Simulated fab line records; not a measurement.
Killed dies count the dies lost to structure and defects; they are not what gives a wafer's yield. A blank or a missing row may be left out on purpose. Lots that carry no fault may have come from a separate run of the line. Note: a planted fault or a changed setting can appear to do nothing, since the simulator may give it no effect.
A single fault, viewed from 2 desks :: flow gf180mcu :: each desk has only its own numbers; what lay behind them comes last

## THE METROLOGY DESK
Means of the sampled wafers that have a number, per lot and without regard to the tool the lot ran on: this is what the gauges read. Any lot whose mean is over 4 standard deviations away from the usual mean is out of limits and marked OUT; that distance is given in the brackets.
Columns: A = NWELL_TW at GF_NWELL_TW_MEAS_11, usual 1569; B = NWELL_RS at GF_VT_IMPLANT_RS_MEAS_47, usual 487.9 ohm/sq; C = HV_LDD_TW at GF_HV_LDD_TW_MEAS_11, usual 2407; D = HV_LDD_03_OVL at GF_HV_LDD_OVL_MEAS_47, usual 0.5 nm
lot: L402
first seen here: day 3 08:13
A: 1563
B: 488.2
C: 2423
D: 2.5

lot: L403
first seen here: day 3 13:32
A: 1568
B: 488.2
C: 2421
D: -1.7

lot: L405
first seen here: day 4 00:28
A: 1559
B: 488.6
C: 2362
D: 0.2

lot: L407
first seen here: day 4 10:58
A: 1569
B: 487.2
C: 2370
D: -0.1

lot: L408
first seen here: day 4 16:54
A: 1571
B: 488.7
C: 2408
D: 0.8

lot: L412
first seen here: day 5 15:47
A: 1578
B: 487.2
C: 2405
D: 0.7

lot: L413
first seen here: day 5 21:08
A: 1574
B: 487.7
C: 2426
D: -1.5

lot: L415
first seen here: day 6 07:34
A: 1576
B: 487.7
C: 2436
D: 0.4

lot: L416
first seen here: day 6 12:44
A: 1739 (+23) OUT
B: 648.2 (+99 or more) OUT
C: 2384
D: -0.6

lot: L417
first seen here: day 6 18:28
A: 1572
B: 489.4
C: 2437
D: -0.6

lot: L418
first seen here: day 6 22:52
A: 1740 (+23) OUT
B: 647.3 (+99 or more) OUT
C: 2425
D: 0.0

lot: L421
first seen here: day 7 16:04
A: 1570
B: 487.5
C: 2406
D: -1.2
This desk's result: L416, L418 out of limits, first on L416 (NWELL_TW at GF_NWELL_TW_MEAS_11), day 6 12:44. L402, L403, L405, L407, L408, L412, L413, L415, L417, L421: within limits.

## DESK OF THE TOOL OWNER: implanter-04
The tool's own readings at GF_NWELL_IMPLANT_08: means of the sampled wafers that have a number, for each lot that ran on this tool. Any lot whose mean is over 4 standard deviations away from the usual mean is out of limits and marked OUT; that distance is given in the brackets.
Columns: A = tiltDeg at GF_NWELL_IMPLANT_08, usual -0.003 degrees
lot: L402
first seen here: day 3 07:50
A: 0.031

lot: L403
first seen here: day 3 13:10
A: 0.007

lot: L405
first seen here: day 4 00:04
A: 0.015

lot: L413
first seen here: day 5 20:46
A: -0.001

lot: L415
first seen here: day 6 07:11
A: -0.003

lot: L416
first seen here: day 6 12:20
A: 4.866 (+99 or more) OUT

lot: L418
first seen here: day 6 22:29
A: 4.872 (+99 or more) OUT
This desk's finding: out of limits on L416, L418; first on L416, day 6 12:20 (tiltDeg at GF_NWELL_IMPLANT_08). L402, L403, L405, L413, L415: within limits.

## TAKEN TOGETHER
The tool owner's desk had the chance to raise an alarm at day 6 12:20 on L416, L418.
At day 6 12:44 the metrology desk could have sounded an alarm, on L416, L418.
On implanter-04, each named lot ran GF_NWELL_IMPLANT_08.

## WHAT WAS PUT IN BY THE SIMULATOR
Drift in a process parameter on implanter-04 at GF_NWELL_IMPLANT_08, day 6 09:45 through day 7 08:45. From 0, the setting tiltDeg moved by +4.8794. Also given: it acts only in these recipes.
Shown lots that were struck: L416, L418.
Delay (hours) between the fault's onset and each desk's first out-of-limits reading: 3 at the tool owner's desk, 3 at the metrology desk.
